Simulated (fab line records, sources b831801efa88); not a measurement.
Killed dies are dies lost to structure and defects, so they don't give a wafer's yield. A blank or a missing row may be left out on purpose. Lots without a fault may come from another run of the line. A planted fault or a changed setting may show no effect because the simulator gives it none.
Which tool did it? | flow sky130 | 11 lots, 32 wafers sampled, at 4 steps of a route of 708

WHAT THE GAUGES READ, wafer by wafer
SKY_CAPM_THK_MEAS_01.
lot  | measured     | on            | CAPM_CVD_00_THK (nm)
L747 | day 35 23:27 | film_metro-04 | 15.39 15.89 15.26
L748 | day 35 23:32 | film_metro-01 | 15.25 15.45 15.64
L756 | day 38 17:30 | film_metro-04 | 22.52 15.70 15.82
L757 | day 39 02:01 | film_metro-04 | 22.28 15.35
L759 | day 39 13:49 | film_metro-01 | 15.54 15.50 15.79
L761 | day 40 00:14 | film_metro-04 | 15.49 15.28 15.57
L762 | day 40 09:59 | film_metro-02 | 15.81 16.15 15.57
L764 | day 41 00:27 | film_metro-01 | 15.58 16.04 15.77
L767 | day 42 04:52 | film_metro-04 | 15.45 15.67 15.62
L766 | day 42 08:57 | film_metro-02 | 15.43 15.69 15.70
L768 | day 42 15:36 | film_metro-02 | 15.51 15.46 15.79

WHICH TOOL RAN EACH LOT (tool, then ch and the chambers of the sampled wafers, then the start)
lot  | SKY_LOCAL_INTERCONNECT_STRIP_15      | SKY_METAL1_ETCH_18                | SKY_CAPM_CVD_00
L747 | plasma_asher-03 ch 0,1, day 30 00:34 | rie_metal-01 ch 0,1, day 32 08:20 | pecvd-02 ch 0,1,2, day 35 23:25
L748 | plasma_asher-03 ch 0,1, day 30 01:24 | rie_metal-03 ch 0,1, day 32 09:28 | pecvd-01 ch 0,2, day 35 23:31
L756 | plasma_asher-03 ch 0,1, day 32 21:08 | rie_metal-01 ch 0,1, day 35 04:49 | pecvd-02 ch 0,2, day 38 17:27
L757 | plasma_asher-01 ch 0,1, day 33 04:24 | rie_metal-03 ch 0,1, day 35 11:37 | pecvd-02 ch 1, day 39 01:58
L759 | plasma_asher-01 ch 0,1, day 33 15:22 | rie_metal-03 ch 0,1, day 36 00:13 | pecvd-03 ch 1,2, day 39 13:47
L761 | plasma_asher-04 ch 0,1, day 34 01:22 | rie_metal-02 ch 0,1, day 36 10:03 | pecvd-01 ch 0,1,2, day 40 00:13
L762 | plasma_asher-04 ch 0,1, day 34 12:39 | rie_metal-02 ch 0,1, day 36 20:46 | pecvd-03 ch 0,2, day 40 09:58
L764 | plasma_asher-03 ch 0,1, day 35 03:18 | rie_metal-02 ch 0,1, day 37 10:40 | pecvd-03 ch 0,1,2, day 41 00:26
L767 | plasma_asher-01 ch 0,1, day 36 09:22 | rie_metal-01 ch 0,1, day 38 17:28 | pecvd-01 ch 0,1, day 42 04:50
L766 | plasma_asher-03 ch 0,1, day 36 11:31 | rie_metal-01 ch 1, day 38 20:15   | pecvd-03 ch 0,1,2, day 42 08:56
L768 | plasma_asher-03 ch 0, day 36 20:38   | rie_metal-03 ch 1, day 39 04:42   | pecvd-02 ch 1,2, day 42 15:35
- SKY_LOCAL_INTERCONNECT_STRIP_15: strips in O2/N2.
- SKY_METAL1_ETCH_18: etches BARC in N2/H2, stops on SiO2, time 45.9 s, target depth 60 nm.
- SKY_CAPM_CVD_00: deposits SiO2, target thk 15.5 nm.

THE ANSWER, worked out from the rows above alone
Rule: what is usual is taken from the lots themselves. Put in order of their means at a reading, lots are off if they are a third of the lots or fewer, leave a main group of 4 or more, and stand apart from it by a gap of 3 or more times the standard deviation of the main group's means; of several such gaps the widest counts. A main group whose means are all the same, to the digits that the tables above print for the reading, isn't used. A lot without any number at a reading at which 4 lots or more have one is off too. The other lots that the step has rows for count as sound.
Off: L756, L757, at SKY_CAPM_THK_MEAS_01 (CAPM_CVD_00_THK). The main group: mean 15.60 nm, standard deviation 0.13.
A tool fits if, at a process step before that reading, it ran every lot that is off, and no sound lot after the first of them. The gauges at SKY_CAPM_THK_MEAS_01 are tried like those tools. None of those tried fits.

WHAT THE SIMULATOR HAD PUT IN
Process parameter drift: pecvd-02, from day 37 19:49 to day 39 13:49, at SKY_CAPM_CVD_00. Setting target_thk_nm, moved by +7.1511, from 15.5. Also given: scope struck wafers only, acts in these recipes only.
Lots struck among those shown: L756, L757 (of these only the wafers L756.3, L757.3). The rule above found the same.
